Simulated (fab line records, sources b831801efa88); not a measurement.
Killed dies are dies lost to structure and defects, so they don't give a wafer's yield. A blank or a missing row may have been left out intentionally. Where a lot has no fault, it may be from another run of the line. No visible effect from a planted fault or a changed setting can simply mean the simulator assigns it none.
Which tool was responsible?    flow sky130    11 lots with 33 wafers sampled at 4 steps, on a route of 708 steps

== WHAT THE GAUGES READ, wafer by wafer ==
SKY_PASSIVATION_THK_MEAS_03. Usual: for PASSIVATION_CVD_02_THK the level is 539 nm and the standard deviation is 6.9.
lot   measured      on             PASSIVATION_CVD_02_THK (nm)  flag
L874  day 44 03:49  film-metro-01  549 542 558                  
L876  day 44 12:23  film-metro-01  532 527 536                  
L878  day 45 02:14  film-metro-01  543 538 549                  
L880  day 45 13:05  film-metro-02  746 547 545                  OFF
L883  day 46 08:51  film-metro-02  532 532 725                  OFF
L884  day 46 14:43  film-metro-02  542 735 547                  OFF
L890  day 47 23:14  film-metro-01  526 532 539                  
L891  day 48 07:48  film-metro-02  529 536 538                  
L894  day 48 23:10  film-metro-02  534 527 542                  
L895  day 49 04:52  film-metro-03  534 531 542                  
L896  day 49 05:13  film-metro-03  529 534 546                  

== WHAT TOOL EACH LOT RAN ON (gives the tool, then ch and the chambers of the sampled wafers, and finally the start) ==
lot   SKY_VIA4_CMP_02                SKY_METAL5_SPUTTER_03         SKY_PASSIVATION_CVD_02
L874  cmp-01 ch 0,3, day 42 02:52    pvd-sputter-02, day 43 03:28  pecvd-03 ch 0,1,2, day 44 03:35
L876  cmp-02 ch 0,1,2, day 42 11:56  pvd-sputter-02, day 43 12:47  pecvd-01 ch 0,1, day 44 12:10
L878  cmp-01 ch 1,2,3, day 43 03:35  pvd-sputter-04, day 44 03:35  pecvd-03 ch 1,2, day 45 02:01
L880  cmp-02 ch 0,1, day 43 13:55    pvd-sputter-03, day 44 13:57  pecvd-03 ch 0,1,2, day 45 12:56
L883  cmp-02 ch 0,2,3, day 44 11:34  pvd-sputter-04, day 45 10:16  pecvd-03 ch 0,1,2, day 46 08:37
L884  cmp-02 ch 0,1,2, day 44 17:52  pvd-sputter-03, day 45 16:41  pecvd-03 ch 0,2, day 46 14:29
L890  cmp-01 ch 1,2,3, day 46 04:24  pvd-sputter-03, day 47 02:47  pecvd-01 ch 1,2, day 47 23:01
L891  cmp-01 ch 1,2,3, day 46 12:52  pvd-sputter-02, day 47 10:52  pecvd-01 ch 0,1,2, day 48 07:34
L894  cmp-01 ch 1,3, day 47 07:07    pvd-sputter-04, day 48 03:52  pecvd-01 ch 1,2, day 48 22:56
L895  cmp-01 ch 1,3, day 47 11:15    pvd-sputter-04, day 48 09:10  pecvd-04 ch 0,1,2, day 49 04:38
L896  cmp-02 ch 0,2,3, day 47 11:49  pvd-sputter-02, day 48 09:15  pecvd-01 ch 0,1, day 49 04:58
- SKY_VIA4_CMP_02: polishes SiO2.
- SKY_METAL5_SPUTTER_03: material Ti, target thk 5 nm, time 3.3 s.
- SKY_PASSIVATION_CVD_02: deposits Si3N4, target thk 540 nm.

== WHAT THE TOOLS THEMSELVES READ (means of the sampled wafers that have a number; where no wafer has one, the mark that the record gives instead) ==
SKY_VIA4_CMP_02. Usual: motor-current-A 12.2 A, standard deviation 1.3; retaining-ring-pressure-frac 0.999, standard deviation 0.0048.
lot   tool    motor-current-A (A)  retaining-ring-pressure-frac  flag
L874  cmp-01  12.2                 0.997                         
L876  cmp-02  13.3                 1.001                         
L878  cmp-01  11.8                 0.998                         
L880  cmp-02  13.7                 0.997                         
L883  cmp-02  12.2                 0.999                         
L884  cmp-02  13.4                 1.000                         
L890  cmp-01  12.0                 1.000                         
L891  cmp-01  12.2                 1.001                         
L894  cmp-01  12.5                 0.996                         
L895  cmp-01  12.3                 0.995                         
L896  cmp-02  12.8                 1.003                         

SKY_METAL5_SPUTTER_03. Usual: chamber-pressure-pa 0.4000 Pa, standard deviation 0.00086; throttle-valve-pct 30.3 %, standard deviation 0.78.
lot   tool            chamber-pressure-pa (Pa)  throttle-valve-pct (%)  flag
L874  pvd-sputter-02  0.4005                    30.6                    
L876  pvd-sputter-02  0.3994                    30.3                    
L878  pvd-sputter-04  0.3997                    29.8                    
L880  pvd-sputter-03  0.4008                    31.1                    
L883  pvd-sputter-04  0.3992                    30.2                    
L884  pvd-sputter-03  0.3992                    30.4                    
L890  pvd-sputter-03  0.4006                    29.5                    
L891  pvd-sputter-02  0.3994                    30.5                    
L894  pvd-sputter-04  0.3995                    29.9                    
L895  pvd-sputter-04  0.3998                    30.0                    
L896  pvd-sputter-02  0.3998                    30.5                    

SKY_PASSIVATION_CVD_02. Usual: heater-power-w 690 W, standard deviation 110; susceptor-temp-C 400.02 C, standard deviation 0.18.
lot   tool      heater-power-w (W)  susceptor-temp-C (C)  flag
L874  pecvd-03  721                 400.03                
L876  pecvd-01  665                 400.04                
L878  pecvd-03  830                 400.01                
L880  pecvd-03  745                 400.01                
L883  pecvd-03  704                 399.93                
L884  pecvd-03  691                 400.09                
L890  pecvd-01  836                 399.98                
L891  pecvd-01  720                 400.09                
L894  pecvd-01  675                 399.92                
L895  pecvd-04  650                 399.95                
L896  pecvd-01  788                 399.95                

== THE ANSWER, worked out from the rows above alone ==
Rule: a lot is off if the mean of its wafers that have a number lies more than 3 standard deviations from the usual mean. Also off: a lot with no number at a reading for which 4 or more lots have one. The other lots that the step has rows for count as sound. First the gauges in route order, then the tools' own readings, where a lot's mean is used as printed above. At the first step where some lot is off, the reading lying furthest off is the one used; lots without a number count as furthest.
Off: L880, L883, L884, seen at SKY_PASSIVATION_THK_MEAS_03 (PASSIVATION_CVD_02_THK).
If a tool, at a process step before that reading, ran all the lots that are off and no sound lot after the first of them, it fits. Gauges at SKY_PASSIVATION_THK_MEAS_03: tried the same way as those tools. One candidate fits, namely pecvd-03 at SKY_PASSIVATION_CVD_02. Its last sound lot is L878 (day 45 02:01), its first lot that is off L880 (day 45 12:56): a fault that began between those two fits.

== WHAT HAD BEEN PUT IN BY THE SIMULATOR ==
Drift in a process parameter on pecvd-03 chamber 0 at SKY_PASSIVATION_CVD_02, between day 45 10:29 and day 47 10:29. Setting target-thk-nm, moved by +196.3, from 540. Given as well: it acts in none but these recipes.
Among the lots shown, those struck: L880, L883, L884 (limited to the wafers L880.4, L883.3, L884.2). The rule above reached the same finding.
